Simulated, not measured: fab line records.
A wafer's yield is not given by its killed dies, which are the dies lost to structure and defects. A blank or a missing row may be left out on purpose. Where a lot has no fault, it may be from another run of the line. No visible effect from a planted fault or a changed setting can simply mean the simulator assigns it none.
A struck lot beside a sound one	flow sky130	15 steps out of a route of 708
Sound: the wafers L926.1, L926.2, L926.5. Wafers struck: L931.3, L931.4, L931.6. At the end, the cause is stated.
Order at every step that has rows: each side's tool, ch and its chambers, its first start. Under that, the readings that differ: sound wafers	struck wafers	difference of the means	sigmas: that difference in standard deviations of wafers without a fault.
alike: readings with means less than 2 such deviations apart, plus words and numbers identical on both sides. not compared: withheld readings, readings lacking a value on some wafer, bounds such as >300 that could conceal the same value, and numbers that have no deviation in the record and whose values overlap.
Wherever a step has rows on one side only, a row that says differs or no value, or a row with sigmas, the two part there. When numbers do not overlap yet have no deviation, they are printed without sigmas and do not part them. A reading that every wafer of one side lacks parts them only if that side has two wafers or more.

SKY_CAP2M_THK_MEAS_01:
  sound on filmMetro-03, day 40 19:32; struck on filmMetro-03, day 42 15:01
  alike: CAP2M_CVD_00_THK
SKY_CAP2M_SPUTTER_02: material TiN, target thk 200 nm, time 166.7 s.
  sound on pvdSputter-02, day 40 19:35; struck on pvdSputter-02, day 42 15:03
  alike: throttleValvePct
SKY_CAP2M_RS_MEAS_03: the measuring method here is four-point-probe.
  sound on filmMetro-04, day 40 19:43; struck on filmMetro-04, day 42 15:12
  alike: CAP2M_TIN_RS
SKY_CAP2M_THK_MEAS_04: measures by xrf.
  sound on filmMetro-04, day 40 19:50; struck on filmMetro-04, day 42 15:18
  alike: CAP2M_TIN_THK
then, 7 steps without rows for these wafers: SKY_CAP2M_DEHYDRATE_05 (time 60 s); SKY_CAP2M_HMDS_06 (prime time 60 s); SKY_CAP2M_COAT_07 (resist thk 1140 nm); SKY_CAP2M_SOFTBAKE_08 (time 60 s); SKY_CAP2M_EXPOSE_09 (exposes mask CAP2M, target cd 1000 nm); SKY_CAP2M_PEB_10; SKY_CAP2M_DEVELOP_11 (develop time 60 s).
SKY_CAP2M_OVL_MEAS_12:
  sound on overlay-02, day 41 19:06; struck on overlay-02, day 43 13:46
  alike: CAP2M_OVL
SKY_CAP2M_METAL_ETCH_13: etches TiN in Cl2/BCl3, stops on SiO2, target depth 220 nm, time 62.9 s.
  sound on rieMetal-01 ch 0,1, day 41 19:08; struck on rieMetal-01 ch 0,1, day 43 13:49
reading	sound	struck	difference	sigmas
chamberPressureMTorr (mTorr)	9.998 9.999 9.995	12.010 12.013 12.000	+2.010	+99 or more
  alike: drypumpMotorCurrentA, heBacksideLeakSccm, oesProductAu, throttleValvePct
  not compared: rfHoursCounterH
SKY_CAP2M_STRIP_14: strips in O2/N2.
  sound on plasmaAsher-03 ch 0,1, day 41 19:13; struck on plasmaAsher-01 ch 0,1, day 43 13:54
  alike: drypumpMotorCurrentA, n2FlowSccm, oesProductAu, stripTimeToEndpointS
  not compared: rfHoursCounterH
-- the record jumps here: 5 days lie between the struck wafers' starts before and after (it left off in module CAP2M and takes up again in module PAD_OPEN, whose first step shown is number 708 of the route) --
SKY_PAD_OPEN_PROBE_99:
  sound on prober-01, day 46 15:48; struck on prober-01, day 48 05:53
  alike: defectLimitedYield, killed_at_M0_to_M3, killed_at_M4_up, killedAtContacts, killedAtFrontEnd, killedAtOther, killedDies, killedOpen, killedShort, sort_bin_3_pad_short, sort_bin_5_function, sort_bin_6_memory, sortNPass, sortYieldPct

WHERE THEY PART
Only at SKY_CAP2M_METAL_ETCH_13, as far as this record shows. Later steps at which nothing parts them and some readings are alike: SKY_CAP2M_STRIP_14, SKY_PAD_OPEN_PROBE_99.

WHY: the cause the simulator had injected
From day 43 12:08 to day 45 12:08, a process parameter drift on rieMetal-01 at SKY_CAP2M_METAL_ETCH_13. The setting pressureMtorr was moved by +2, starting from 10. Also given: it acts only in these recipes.
